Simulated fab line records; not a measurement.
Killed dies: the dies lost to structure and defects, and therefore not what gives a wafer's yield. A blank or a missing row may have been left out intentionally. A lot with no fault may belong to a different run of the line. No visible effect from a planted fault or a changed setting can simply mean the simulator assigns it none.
fab line records	flow sky130
[record] lots = 6	wafers = 18	lastDay = 50
route steps=708 shown VT_ADJUST_HVTR@140 VT_ADJUST_PCH@143 SONOS_TUNNEL@154 SONOS_ONO@168 PAD_OPEN@708
lots that met no fault: from a run of the same line without faults
startH: start of the lot's first displayed wafer, in hours after the record's first day	waitH: how many hours have passed since the lot's step before this one	" repeats the value in the row above	L1.1+2: one row covering several wafers at once	- no value, or no start given	* or withheld: withheld	< > ~ a bound
route shown NAME@n: NAME is a module with steps in the file, n the number in the route of the first one	usual: mean/standard deviation taken from wafers without a fault	same: alike in all rows	chamber/n: place in a boat	sites: each site's reading	_std_site: standard deviation of those values	_edge_site: mean of outer sites minus mean of inner sites	radiusMm: how far each site lies from the wafer's centre	mask NAME#n: copy n	behind: tool/chamber where the wafer was last shaped	hold: cause of the lot's hold/its duration in hours/its outcome	device: transistor that didn't switch, given as n, p or np	end of line: tests run on the same wafers once the route is complete	a step given without rows: its recipe and nothing more	killed: count of dies lost to structure and defects at first sort (not the wafer's yield)	map: per-die view of a wafer (x killed, . not killed, _ where there is no die)
set.NAME: the setting the step ran with; set.NAME@STEP: the setting that earlier step ran with	model.NAME: the simulator's own value behind a step, which no gauge read
certain route steps with their lots: each step a table, each wafer a row
services: when a tool's chamber went out of use (startH, in hours from the record's first day, below 0 if earlier), for how many hours, and the reason
[[steps]]
[step SKY_VT_ADJUST_HVTR_IMPLANT_09]
[recipe] species = B	energyKev = 10	doseCm2 = 2.1e+12	tiltDeg = withheld
[step SKY_VT_ADJUST_HVTR_STRIP_10]
[recipe] chemistry = O2/N2	powerW = 1400	pressureMtorr = 1500	platenTempC = withheld	o2FlowSccm = 3000	n2FlowSccm = 300	overashFraction = 0.5
[usual] drypumpMotorCurrentA = 5.41/0.23	oesProductAu = 0.716/0.0045	stripTimeToEndpointS = 14.19/0.035
lot.wafer	tool	chamber	startH	waitH	drypumpMotorCurrentA	oesProductAu	rfHoursCounterH	stripTimeToEndpointS
L325.4	plasmaAsher-02	1	218.86	0.1	5.42	0.719	-	14.14
L325.5	"	0	"	"	5.70	0.711	-	14.18
L325.6	"	1	"	"	5.43	0.729	-	14.14
L334.1	plasmaAsher-02	1	296.02	0.1	5.42	0.711	62	14.21
L334.3	"	0	"	"	5.63	0.709	-	14.22
L334.5	"	0	"	"	5.61	0.717	-	14.17
L335.2	plasmaAsher-02	0	297.23	0.1	5.66	0.717	62	14.21
L335.5	"	0	"	"	5.67	0.718	-	14.20
L335.6	"	1	"	"	5.42	0.708	-	14.22
L342.1	plasmaAsher-03	0	344.32	0.1	5.00	0.711	52	14.19
L342.3	"	0	"	"	5.04	0.709	-	14.15
L342.4	"	1	"	"	5.35	0.724	-	14.19
L344.3	plasmaAsher-03	0	358.66	0.1	5.04	0.709	-	14.26
L344.4	"	1	"	"	5.40	0.721	-	14.26
L344.6	"	1	"	"	5.40	0.714	-	14.27
L346.2	plasmaAsher-01	1	369.42	0.1	5.69	0.716	23	14.18
L346.5	"	1	"	"	5.71	0.710	-	14.19
L346.6	"	0	"	"	5.41	0.720	-	14.22
[step SKY_VT_ADJUST_HVTR_TW_MEAS_11]
[usual] VT_ADJUST_HVTR_TW = 211.2/1.5
lot.wafer	tool	chamber	startH	waitH	VT_ADJUST_HVTR_TW
L325.4	filmMetro-04	-	218.95	0.1	211.4
L325.5	"	-	"	"	210.4
L325.6	"	-	"	"	212.3
L334.1	filmMetro-01	-	296.12	0.1	212.8
L334.3	"	-	"	"	211.6
L334.5	"	-	"	"	212.2
L335.2	filmMetro-04	-	297.34	0.1	210.1
L335.5	"	-	"	"	210.9
L335.6	"	-	"	"	209.4
L342.1	filmMetro-02	-	344.42	0.1	209.4
L342.3	"	-	"	"	208.4
L342.4	"	-	"	"	208.1
L344.3	filmMetro-04	-	358.74	0.1	210.8
L344.4	"	-	"	"	211.4
L344.6	"	-	"	"	210.6
L346.2	filmMetro-02	-	369.53	0.1	209.8
L346.5	"	-	"	"	210.6
L346.6	"	-	"	"	210.7
[step SKY_VT_ADJUST_PCH_DEHYDRATE_00]
[recipe] tempC = 200	timeS = 60
[step SKY_VT_ADJUST_PCH_HMDS_01]
[recipe] primeTimeS = 60	primeTempC = 120
[step SKY_VT_ADJUST_PCH_COAT_02]
[recipe] spinRpm = 2000	resistThkNm = 3000
[step SKY_VT_ADJUST_PCH_SOFTBAKE_03]
[recipe] tempC = 110	timeS = withheld
[step SKY_VT_ADJUST_PCH_EXPOSE_04]
[recipe] maskId = NWM	na = 0.6	sourceShape = conventional	sigmaOuter = 0.6	polarization = unpolarized	targetCdNm = 840	doseMj = 255
[step SKY_VT_ADJUST_PCH_PEB_05]
[recipe] tempC = 115	timeS = withheld
[step SKY_VT_ADJUST_PCH_DEVELOP_06]
[recipe] wallAngleDeg = 90	developer = TMAH	developTimeS = 60	devTempC = 23
[step SKY_VT_ADJUST_PCH_OVL_MEAS_07]
[usual] VT_ADJUST_PCH_OVL = 1.0/1.5
lot.wafer	tool	chamber	startH	waitH	VT_ADJUST_PCH_OVL[nm]
L325.4	overlay-02	-	240.95	-	0.1
L325.5	"	-	"	"	0.1
L325.6	"	-	"	"	0.4
L334.1	overlay-02	-	321.26	-	1.1
L334.3	"	-	"	"	2.8
L334.5	"	-	"	"	0.8
L335.2	overlay-02	-	322.54	-	0.2
L335.5	"	-	"	"	-0.4
L335.6	"	-	"	"	2.1
L342.1	overlay-01	-	371.31	-	-0.6
L342.3	"	-	"	"	0.6
L342.4	"	-	"	"	1.6
L344.3	overlay-01	-	387.10	-	0.2
L344.4	"	-	"	"	-2.6
L344.6	"	-	"	"	-0.7
L346.2	overlay-02	-	398.04	-	-0.1
L346.5	"	-	"	"	2.4
L346.6	"	-	"	"	2.8
[step SKY_VT_ADJUST_PCH_IMPLANT_08]
[recipe] species = B	energyKev = 10	doseCm2 = 5e+11	tiltDeg = withheld
[step SKY_VT_ADJUST_PCH_STRIP_09]
[recipe] chemistry = O2/N2	powerW = 1400	pressureMtorr = 1500	platenTempC = withheld	o2FlowSccm = 3000	n2FlowSccm = 300	overashFraction = 0.5
[usual] drypumpMotorCurrentA = 5.5/0.41	oesProductAu = 0.723/0.0043	stripTimeToEndpointS = 36.90/0.095
lot.wafer	tool	chamber	startH	waitH	drypumpMotorCurrentA	oesProductAu	rfHoursCounterH	stripTimeToEndpointS
L325.4	plasmaAsher-04	0	241.16	0.1	6.3	0.718	-	36.78
L325.5	"	0	"	"	6.3	0.718	-	36.85
L325.6	"	1	"	"	5.0	0.718	-	36.74
L334.1	plasmaAsher-02	0	321.45	0.1	5.7	0.720	64	36.92
L334.3	"	1	"	"	5.4	0.721	-	36.97
L334.5	"	1	"	"	5.4	0.727	-	36.97
L335.2	plasmaAsher-02	0	322.72	0.1	5.7	0.721	65	36.99
L335.5	"	0	"	"	5.7	0.727	-	37.03
L335.6	"	1	"	"	5.4	0.720	-	37.01
L342.1	plasmaAsher-04	1	371.49	0.1	5.0	0.725	70	36.76
L342.3	"	0	"	"	6.3	0.724	-	36.87
L342.4	"	1	"	"	5.0	0.718	-	36.85
L344.3	plasmaAsher-03	0	387.31	0.1	5.0	0.725	-	36.96
L344.4	"	1	"	"	5.4	0.726	-	36.93
L344.6	"	0	"	"	5.0	0.723	-	37.01
L346.2	plasmaAsher-02	1	398.22	0.1	5.4	0.722	71	36.87
L346.5	"	1	"	"	5.4	0.720	-	36.83
L346.6	"	0	"	"	5.7	0.718	-	36.91
[step SKY_VT_ADJUST_PCH_TW_MEAS_10]
[usual] VT_ADJUST_PCH_TW = 143.2/0.79
lot.wafer	tool	chamber	startH	waitH	VT_ADJUST_PCH_TW
L325.4	filmMetro-01	-	241.25	0.1	143.4
L325.5	"	-	"	"	144.1
L325.6	"	-	"	"	143.9
L334.1	filmMetro-03	-	321.55	0.1	143.3
L334.3	"	-	"	"	142.8
L334.5	"	-	"	"	142.2
L335.2	filmMetro-03	-	322.83	0.1	143.1
L335.5	"	-	"	"	142.6
L335.6	"	-	"	"	143.0
L342.1	filmMetro-03	-	371.59	0.1	141.9
L342.3	"	-	"	"	142.7
L342.4	"	-	"	"	141.8
L344.3	filmMetro-01	-	387.39	0.1	142.8
L344.4	"	-	"	"	143.2
L344.6	"	-	"	"	143.2
L346.2	filmMetro-03	-	398.33	0.1	144.1
L346.5	"	-	"	"	144.3
L346.6	"	-	"	"	144.4
[step SKY_SONOS_TUNNEL_DEHYDRATE_00]
[recipe] tempC = 200	timeS = 60
[step SKY_SONOS_TUNNEL_HMDS_01]
[recipe] primeTimeS = 60	primeTempC = 120
[step SKY_SONOS_TUNNEL_COAT_02]
[recipe] resist = NOVOLAK	spinRpm = 3000	resistThkNm = 1140
[step SKY_SONOS_TUNNEL_SOFTBAKE_03]
[recipe] tempC = 90	timeS = 60	resist = NOVOLAK
[step SKY_SONOS_TUNNEL_EXPOSE_04]
[recipe] maskId = TUNM	na = 0.6	sourceShape = conventional	sigmaOuter = 0.6	polarization = unpolarized	targetCdNm = 410	doseMj = 136
[step SKY_SONOS_TUNNEL_PEB_05]
[recipe] tempC = withheld	timeS = *	resist = NOVOLAK
[step SKY_SONOS_TUNNEL_DEVELOP_06]
[recipe] resist = NOVOLAK	developer = TMAH	developTimeS = 60	devTempC = 23
[step SKY_SONOS_TUNNEL_CD_MEAS_07]
[recipe] targetCdNm = 410
[usual] cdNm = 409.8/2
lot.wafer	tool	chamber	startH	waitH	cdNm
L325.4	cdSem-01	-	264.38	0.1	409.2
L325.5	"	-	"	"	410.8
L325.6	"	-	"	"	409.2
L334.1	cdSem-02	-	348.29	0.1	409.4
L334.3	"	-	"	"	411.2
L334.5	"	-	"	"	412.6
L335.2	cdSem-01	-	349.13	0.1	408.4
L335.5	"	-	"	"	408.2
L335.6	"	-	"	"	407.5
L342.1	cdSem-02	-	400.11	0.1	407.4
L342.3	"	-	"	"	405.1
L342.4	"	-	"	"	406.5
L344.3	cdSem-01	-	416.68	0.1	411.3
L344.4	"	-	"	"	411.6
L344.6	"	-	"	"	411.6
L346.2	cdSem-01	-	428.18	0.1	408.7
L346.5	"	-	"	"	409.7
L346.6	"	-	"	"	406.9
[step SKY_SONOS_TUNNEL_OVL_MEAS_08]
[usual] SONOS_TUNNEL_OVL = -0.7/1.5
lot.wafer	tool	chamber	startH	waitH	SONOS_TUNNEL_OVL[nm]
L325.4	overlay-02	-	264.46	0.1	-3.9
L325.5	"	-	"	"	-3.1
L325.6	"	-	"	"	-2.9
L334.1	overlay-01	-	348.41	0.1	-2.0
L334.3	"	-	"	"	1.3
L334.5	"	-	"	"	-0.1
L335.2	overlay-01	-	349.24	0.1	-1.7
L335.5	"	-	"	"	-0.3
L335.6	"	-	"	"	-0.6
L342.1	overlay-02	-	400.23	0.1	2.6
L342.3	"	-	"	"	0.1
L342.4	"	-	"	"	0.8
L344.3	overlay-02	-	416.77	0.1	-1.9
L344.4	"	-	"	"	-1.9
L344.6	"	-	"	"	-3.4
L346.2	overlay-01	-	428.28	0.1	0.4
L346.5	"	-	"	"	1.2
L346.6	"	-	"	"	-1.5
[step SKY_SONOS_TUNNEL_IMPLANT_09]
[recipe] species = B	energyKev = 20	doseCm2 = 1e+12	tiltDeg = withheld
[step SKY_SONOS_TUNNEL_WET_ETCH_10]
[recipe] chemistry = dHF	targetDepthNm = 14	target = SiO2	dilution = 100:1	tempC = 25	timeS = 280
[step SKY_SONOS_TUNNEL_STRIP_11]
[recipe] chemistry = SPM	timeS = 600	tempC = 130
[step SKY_SONOS_TUNNEL_TW_MEAS_12]
[usual] SONOS_TUNNEL_TW = 196.3/1.5
lot.wafer	tool	chamber	startH	waitH	SONOS_TUNNEL_TW
L325.4	filmMetro-03	-	264.93	0.0	199.3
L325.5	"	-	"	"	197.4
L325.6	"	-	"	"	197.9
L334.1	filmMetro-02	-	348.85	0.0	195.1
L334.3	"	-	"	"	195.1
L334.5	"	-	"	"	194.9
L335.2	filmMetro-02	-	349.69	0.0	194.9
L335.5	"	-	"	"	195.1
L335.6	"	-	"	"	195.4
L342.1	filmMetro-04	-	400.68	0.0	197.6
L342.3	"	-	"	"	197.4
L342.4	"	-	"	"	198.2
L344.3	filmMetro-02	-	417.23	0.0	195.6
L344.4	"	-	"	"	195.3
L344.6	"	-	"	"	195.5
L346.2	filmMetro-02	-	428.74	0.0	195.7
L346.5	"	-	"	"	194.7
L346.6	"	-	"	"	194.9
[step SKY_SONOS_TUNNEL_CLEAN_13]
[recipe] chemistry = dHF	timeS = 20	dilution = 100:1	dry = ipaMarangoni
[step SKY_SONOS_ONO_OXIDATION_00]
[recipe] tempC = 800	ambient = O2	idleTempC = 700	rampUpCPerMin = 10	rampDownCPerMin = 3	stabiliseS = 600	purgeS = 300	targetThkA = 26	oxTimeS = 1249
[step SKY_SONOS_ONO_THK_MEAS_01]
[recipe] reads = SiO2_of_SONOS_ONO_OXIDATION_00
[usual] SONOS_ONO_OXIDATION_THK = 2.59/0.059
lot.wafer	tool	chamber	startH	waitH	SONOS_ONO_OXIDATION_THK[nm]
L325.4	filmMetro-03	-	266.41	0.0	2.59
L325.5	"	-	"	"	2.62
L325.6	"	-	"	"	2.56
L334.1	filmMetro-02	-	352.49	0.0	2.57
L334.3	"	-	"	"	2.57
L334.5	"	-	"	"	2.58
L335.2	filmMetro-03	-	352.50	0.0	2.58
L335.5	"	-	"	"	2.48
L335.6	"	-	"	"	2.60
L342.1	filmMetro-02	-	402.86	0.0	2.54
L342.3	"	-	"	"	2.51
L342.4	"	-	"	"	2.46
L344.3	filmMetro-03	-	420.26	0.0	2.52
L344.4	"	-	"	"	2.46
L344.6	"	-	"	"	2.49
L346.2	filmMetro-02	-	431.09	0.0	2.64
L346.5	"	-	"	"	2.66
L346.6	"	-	"	"	2.64
[step SKY_SONOS_ONO_CVD_02]
[recipe] material = Si3N4	precursor = DCS/NH3	targetThkNm = 10.5	tempC = 770	timeS = 180	pressureMtorr = 250
[step SKY_SONOS_ONO_THK_MEAS_03]
[recipe] reads = Si3N4_of_SONOS_ONO_CVD_02
[usual] SONOS_ONO_CVD_02_THK = 10.47/0.17
lot.wafer	tool	chamber	startH	waitH	SONOS_ONO_CVD_02_THK[nm]
L325.4	filmMetro-02	-	267.52	0.0	10.09
L325.5	"	-	"	"	10.35
L325.6	"	-	"	"	10.43
L334.1	filmMetro-01	-	353.60	0.0	10.51
L334.3	"	-	"	"	10.33
L334.5	"	-	"	"	10.51
L335.2	filmMetro-02	-	353.64	0.0	10.31
L335.5	"	-	"	"	10.50
L335.6	"	-	"	"	10.30
L342.1	filmMetro-03	-	405.37	0.0	10.70
L342.3	"	-	"	"	10.72
L342.4	"	-	"	"	10.62
L344.3	filmMetro-03	-	421.37	0.0	10.63
L344.4	"	-	"	"	10.75
L344.6	"	-	"	"	10.63
L346.2	filmMetro-02	-	433.22	0.0	10.26
L346.5	"	-	"	"	10.37
L346.6	"	-	"	"	10.26
[step SKY_SONOS_ONO_CVD_04]
[recipe] material = SiO2	precursor = SiH4/N2O	targetThkNm = 5.7199	tempC = 900	pressureMtorr = 400
[step SKY_SONOS_ONO_THK_MEAS_05]
[recipe] reads = SiO2_of_SONOS_ONO_CVD_04
[usual] SONOS_ONO_CVD_04_THK = 5.71/0.14
lot.wafer	tool	chamber	startH	waitH	SONOS_ONO_CVD_04_THK[nm]
L325.4	filmMetro-01	-	268.83	0.0	5.83
L325.5	"	-	"	"	5.89
L325.6	"	-	"	"	5.93
L334.1	filmMetro-03	-	354.91	0.0	5.98
L334.3	"	-	"	"	5.93
L334.5	"	-	"	"	5.86
L335.2	filmMetro-02	-	356.17	0.0	5.53
L335.5	"	-	"	"	5.61
L335.6	"	-	"	"	5.58
L342.1	filmMetro-01	-	406.68	0.0	5.63
L342.3	"	-	"	"	5.49
L342.4	"	-	"	"	5.52
L344.3	filmMetro-03	-	422.68	0.0	5.64
L344.4	"	-	"	"	5.58
L344.6	"	-	"	"	5.71
L346.2	filmMetro-03	-	434.53	0.0	5.82
L346.5	"	-	"	"	5.71
L346.6	"	-	"	"	5.66
[step SKY_SONOS_ONO_DEHYDRATE_06]
[recipe] tempC = 200	timeS = 60
[step SKY_SONOS_ONO_HMDS_07]
[recipe] primeTimeS = 60	primeTempC = 120
[step SKY_SONOS_ONO_COAT_08]
[recipe] resist = NOVOLAK	spinRpm = 3000	resistThkNm = 1140
[step SKY_SONOS_ONO_SOFTBAKE_09]
[recipe] tempC = 90	timeS = 60	resist = NOVOLAK
[step SKY_SONOS_ONO_EXPOSE_10]
[recipe] maskId = ONOM	targetCdNm = 410	na = 0.6	sourceShape = conventional	sigmaOuter = 0.6	doseMj = 150
[step SKY_SONOS_ONO_PEB_11]
[recipe] tempC = withheld	timeS = *	resist = NOVOLAK
[step SKY_SONOS_ONO_DEVELOP_12]
[recipe] developTimeS = 60	devTempC = 23
[step SKY_SONOS_ONO_CD_MEAS_13]
[recipe] targetCdNm = 410
[usual] cdNm = 410.1/2.4
lot.wafer	tool	chamber	startH	waitH	cdNm
L325.4	cdSem-01	-	293.28	0.1	413.5
L325.5	"	-	"	"	413.8
L325.6	"	-	"	"	413.6
L334.1	cdSem-01	-	382.84	0.1	408.7
L334.3	"	-	"	"	408.3
L334.5	"	-	"	"	408.6
L335.2	cdSem-02	-	384.56	0.1	408.0
L335.5	"	-	"	"	408.0
L335.6	"	-	"	"	408.7
L342.1	cdSem-02	-	436.54	0.1	410.6
L342.3	"	-	"	"	410.3
L342.4	"	-	"	"	410.9
L344.3	cdSem-01	-	452.84	0.1	411.7
L344.4	"	-	"	"	411.2
L344.6	"	-	"	"	410.4
L346.2	cdSem-01	-	465.34	0.1	405.8
L346.5	"	-	"	"	407.1
L346.6	"	-	"	"	409.1
[step SKY_PAD_OPEN_PROBE_99]
[usual] killed_at_M0_to_M3 = 44/6.4	killed_at_M4_up = 3.6/2.1	killedAtContacts = 23/5.1	killedAtFrontEnd = 15/4.3	killedAtOther = 0.3/0.56	killedDies = 86/9	killedOpen = 47/6.4	killedShort = 39/5.8
[same] grossDies = 492	killedAtBackSide = 0
lot.wafer	tool	chamber	startH	waitH	killed_at_M0_to_M3	killed_at_M4_up	killedAtContacts	killedAtFrontEnd	killedAtOther	killedDies	killedOpen	killedShort
L325.4	prober-01	-	1084.80	0.2	43	2	18	15	0	78	44	34
L325.5	prober-01	-	1084.85	0.2	38	5	17	11	1	72	38	34
L325.6	prober-01	-	1084.90	0.2	49	5	26	5	0	85	47	38
L334.1	prober-01	-	1138.57	0.1	45	2	17	81	0	145	44	40
L334.3	prober-01	-	1138.67	0.2	44	6	18	75	0	143	46	39
L334.5	prober-01	-	1138.77	0.2	44	3	18	70	0	135	41	33
L335.2	prober-02	-	1140.88	0.1	36	2	18	69	0	125	33	30
L335.5	prober-02	-	1141.03	0.2	35	2	36	68	1	142	51	34
L335.6	prober-02	-	1141.08	0.2	30	9	24	71	0	134	41	36
L342.1	prober-01	-	1185.11	0.1	27	2	26	20	0	75	36	39
L342.3	prober-01	-	1185.21	0.2	48	2	25	20	0	95	53	41
L342.4	prober-01	-	1185.26	0.2	52	1	33	22	0	108	58	50
L344.3	prober-02	-	1187.25	0.2	49	3	22	17	0	91	45	46
L344.4	prober-02	-	1187.30	0.2	41	6	27	15	0	89	39	50
L344.6	prober-02	-	1187.40	0.2	51	3	26	17	0	97	59	37
L346.2	prober-02	-	1194.08	0.1	40	1	23	24	0	88	43	45
L346.5	prober-02	-	1194.23	0.2	38	5	17	19	0	79	41	38
L346.6	prober-02	-	1194.28	0.2	44	1	22	22	0	89	51	37
// killed by level:class
L325.4 CONTACT:geometricParticle:open=10 VIA1:geometricParticle:open=9 METAL1:geometricParticle:short=7 VIA3:geometricParticle:open=7 FIELD_ISO:geometricParticle:short=5 LI_CONTACT:geometricParticle:open=4 METAL1:geometricParticle:open=4 VIA2:geometricParticle:open=4
L325.5 VIA3:geometricParticle:open=8 VIA1:geometricParticle:open=7 LOCAL_INTERCONNECT:geometricParticle:short=6 VIA2:geometricParticle:open=6 LI_CONTACT:geometricParticle:open=5 FIELD_ISO:geometricParticle:short=4 VIA2:geometricParticle:short=4 CONTACT:geometricParticle:open=3
L325.6 LI_CONTACT:geometricParticle:open=10 VIA1:geometricParticle:open=9 METAL1:geometricParticle:short=8 CONTACT:geometricParticle:open=7 VIA2:geometricParticle:open=6 VIA3:geometricParticle:open=6 CONTACT:geometricParticle:short=5 VIA3:geometricParticle:short=4
L334.1 VT_ADJUST_PCH:unspecified=61 VIA1:geometricParticle:open=14 METAL1:geometricParticle:short=7 POLY_GATE:geometricParticle:short=5 POLY_GATE:geometricParticle:open=5 CONTACT:geometricParticle:open=5 METAL2:geometricParticle:short=5 VIA1:geometricParticle:short=4
L334.3 VT_ADJUST_PCH:unspecified=58 CONTACT:geometricParticle:open=10 METAL1:geometricParticle:short=8 VIA3:geometricParticle:open=8 VIA1:geometricParticle:open=7 METAL2:geometricParticle:short=5 VIA2:geometricParticle:open=5 FIELD_ISO:geometricParticle:open=4
L334.5 VT_ADJUST_PCH:unspecified=61 CONTACT:geometricParticle:open=10 VIA1:geometricParticle:open=9 VIA1:geometricParticle:short=6 POLY_GATE:geometricParticle:short=5 METAL2:geometricParticle:short=5 VIA2:geometricParticle:open=5 VIA3:geometricParticle:open=5
L335.2 VT_ADJUST_PCH:unspecified=62 CONTACT:geometricParticle:open=9 METAL1:geometricParticle:short=6 VIA1:geometricParticle:open=6 VIA3:geometricParticle:open=6 VIA2:geometricParticle:open=5 LI_CONTACT:geometricParticle:open=4 METAL3:geometricParticle:short=4
L335.5 VT_ADJUST_PCH:unspecified=57 CONTACT:geometricParticle:open=14 LI_CONTACT:geometricParticle:open=11 CONTACT:geometricParticle:short=7 VIA1:geometricParticle:open=7 METAL2:geometricParticle:short=6 POLY_GATE:geometricParticle:short=4 POLY_GATE:geometricParticle:open=4
L335.6 VT_ADJUST_PCH:unspecified=57 LI_CONTACT:geometricParticle:open=10 VIA1:geometricParticle:open=8 METAL4:geometricParticle:short=7 POLY_GATE:geometricParticle:open=6 CONTACT:geometricParticle:short=5 METAL2:geometricParticle:short=5 VIA3:geometricParticle:open=4
L342.1 CONTACT:geometricParticle:open=7 LOCAL_INTERCONNECT:geometricParticle:short=6 CONTACT:geometricParticle:short=6 FIELD_ISO:geometricParticle:open=5 VIA1:geometricParticle:open=5 VIA3:geometricParticle:short=5 POLY_GATE:geometricParticle:short=4 LI_CONTACT:geometricParticle:open=4
L342.3 VIA3:geometricParticle:open=12 CONTACT:geometricParticle:open=10 METAL2:geometricParticle:short=9 FIELD_ISO:geometricParticle:short=7 VIA1:geometricParticle:open=7 LI_CONTACT:geometricParticle:open=5 FIELD_ISO:geometricParticle:open=4 POLY_GATE:geometricParticle:open=4
L342.4 CONTACT:geometricParticle:open=15 VIA2:geometricParticle:open=11 VIA1:geometricParticle:open=8 VIA3:geometricParticle:open=8 LOCAL_INTERCONNECT:geometricParticle:short=7 METAL2:geometricParticle:short=7 FIELD_ISO:geometricParticle:short=6 LI_CONTACT:geometricParticle:open=5
L344.3 VIA3:geometricParticle:open=11 CONTACT:geometricParticle:open=8 VIA1:geometricParticle:open=7 CONTACT:geometricParticle:short=7 POLY_GATE:geometricParticle:open=6 VIA3:geometricParticle:short=6 METAL1:geometricParticle:short=5 VIA2:geometricParticle:open=5
L344.4 VIA1:geometricParticle:open=8 CONTACT:geometricParticle:open=8 FIELD_ISO:geometricParticle:short=7 LI_CONTACT:geometricParticle:open=7 VIA3:geometricParticle:short=7 METAL1:geometricParticle:short=6 VIA3:geometricParticle:open=6 METAL4:geometricParticle:short=6
L344.6 CONTACT:geometricParticle:open=13 VIA1:geometricParticle:open=11 METAL1:geometricParticle:short=9 VIA3:geometricParticle:open=9 FIELD_ISO:geometricParticle:open=6 METAL2:geometricParticle:short=6 VIA2:geometricParticle:open=6 POLY_GATE:geometricParticle:open=4
L346.2 VIA3:geometricParticle:open=7 CONTACT:geometricParticle:open=7 VIA1:geometricParticle:open=7 FIELD_ISO:geometricParticle:short=6 LOCAL_INTERCONNECT:geometricParticle:short=6 VIA1:geometricParticle:short=6 METAL2:geometricParticle:short=6 FIELD_ISO:geometricParticle:open=5
L346.5 VIA1:geometricParticle:open=9 FIELD_ISO:geometricParticle:short=7 VIA3:geometricParticle:open=7 CONTACT:geometricParticle:open=6 METAL2:geometricParticle:short=6 LI_CONTACT:geometricParticle:open=5 CONTACT:geometricParticle:short=4 METAL1:geometricParticle:short=4
L346.6 CONTACT:geometricParticle:open=11 VIA1:geometricParticle:open=9 FIELD_ISO:geometricParticle:open=6 FIELD_ISO:geometricParticle:short=5 CONTACT:geometricParticle:short=5 VIA1:geometricParticle:short=5 VIA2:geometricParticle:open=5 METAL2:geometricParticle:short=5
// map L334.1 (x killed, . not)
__________.x.......x_________
________..x..x....xxx._______
______..x.x........x...x_____
_____.x......x.....x.x...____
____..x......x......x..x..___
___.........xxx....x.......__
__......x..xxxxxx.........x._
_........xxxxxxxxxx.x.....x..
_...x....x.xxxxxxxx.x.......x
_....xx...xxxxxxxxx..x.x..x..
_....x..xxxxxxxxxx...........
_....x...xxxxxxxxx.x....x...x
_.......x...xxxxxxx.....x.x..
_xxx..x.....xxx.x...........x
_xxx...........xx....x.......
__x..xx.......x...x.x.xx..x._
___..x...........x.........__
____x......xx.............___
_____.x..x..x.x...x..x...____
______.....x.....x......_____
________.x...........x_______
__________.x.....x.x_________
// map L335.5 (x killed, . not)
__________.........._________
________..xx.........._______
______....x...x.....x..x_____
_____x.x...x..xxx....x...____
____...........x.x...x.x..___
___......xx..x.......x.....__
__.....x...xxxxxx.x........._
_..........xxxxxxxx..xx......
_.......xxxxxxxxxxxx.......x.
_.x.x....xxxxxxxxxxx.....x...
_.x..x..xx.xxxxxxxxx....x....
_..x..x...xxxxxxxxx.....x.x.x
_x......x.xxxxxxx............
_x.x.x.......xx..x..........x
_.............x.x...xx...xx..
__...x...........x.x...x...._
___.......x...x...x....x...__
____....x...x......x......___
_____....xx.x..x..x....x.____
______.x.x......x.x....x_____
________.....x........_______
__________...x.xx..._________
[[services]]
tool	chamber	startH	hours	kind
plasmaAsher-02	-	229.67	0.4	repair
plasmaAsher-01	-	239.68	2.9	repair
plasmaAsher-02	-	275.73	4.3	pm
plasmaAsher-02	-	280.06	2.8	pm
plasmaAsher-01	-	311.28	14.6	pm
plasmaAsher-02	-	344.40	9.3	repair
plasmaAsher-02	-	354.22	0.6	repair
[[key]]
[firstSign] step = SKY_PAD_OPEN_PROBE_99	reading = killedAtFrontEnd	direction = up	sigmas = 13	usual = 15	struck = 72
[effect] step = SKY_PAD_OPEN_PROBE_99	reading = killedDies	direction = up	sigmas = 5.6	usual = 86	struck = 137
metAt SKY_VT_ADJUST_PCH_STRIP_09
struckWafers L334.1,L334.3,L334.5,L335.2,L335.5,L335.6
testerLeftOut L334,L335
alsoFits SKY_VT_ADJUST_HVTR_STRIP_10:plasmaAsher-02
[fault] kind = chamberParticleSource	tool = plasmaAsher-02	chamber = -	onsetH = 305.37	steps = SKY_VT_ADJUST_PCH_STRIP_09	ratePerVisitCm2 = 1.0422	endH = 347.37
// testerLeftOut: of these lots the tester's yield and bins aren't shown, on N5 and GAA mostly nor the transistor test; their killed dies are dies lost to structure and defects alone, not to doping, threshold or leakage, so they don't give the yield
